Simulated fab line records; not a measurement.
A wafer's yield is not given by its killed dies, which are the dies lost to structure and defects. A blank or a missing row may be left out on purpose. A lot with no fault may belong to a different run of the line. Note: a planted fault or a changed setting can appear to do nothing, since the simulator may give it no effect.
Chamber matching -- flow gf180mcu -- GF_V5_CVD_02 on pecvd-01 has 3 sister chambers
The step deposits SiO2 from TEOS, target thk 1450 nm, time 163.28 s. 3 wafers are shown with their chamber, then 9 later ones without.

## EACH WAFER AND ITS CHAMBER
wafer,chamber,heaterPowerW (W)
L086.2,0,652
L086.4,1,572
L086.5,2,687

## WAFERS WHOSE CHAMBER IS MISSING
wafer,heaterPowerW (W)
L091.1,660
L091.2,676
L091.3,635
L091.4,552
L091.5,540
L091.6,707
L095.1,699
L095.2,631
L095.6,521

## THE CHAMBER EACH PASSED THROUGH
wafer,from the rows above,in truth
L091.1,can't be placed: 0 or 2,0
L091.2,can't be placed: 2 or 0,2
L091.3,can't be placed: 0 or 2 or 1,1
L091.4,1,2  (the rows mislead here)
L091.5,1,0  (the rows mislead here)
L091.6,can't be placed: 2 or 0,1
L095.1,can't be placed: 2 or 0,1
L095.2,can't be placed: 0 or 2 or 1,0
L095.6,1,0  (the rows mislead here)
0 of 9 placed correctly. From these rows, 6 cannot be placed; in 4 the true chamber is one of the candidates. Number placed wrongly: 3.
How it was worked out, from the rows above alone: a wafer's distance from a chamber is the root of the sum, over the readings, of the square of ((its reading less the chamber's mean) divided by the reading's scatter). The wafer belongs to the nearest chamber; if the next one is less than 2 further off, it can't be placed. The mean given for a chamber averages the wafers shown for that chamber. The scatter: root of mean squared gap, hidden wafer to nearest shown wafer, with one shown wafer a chamber.
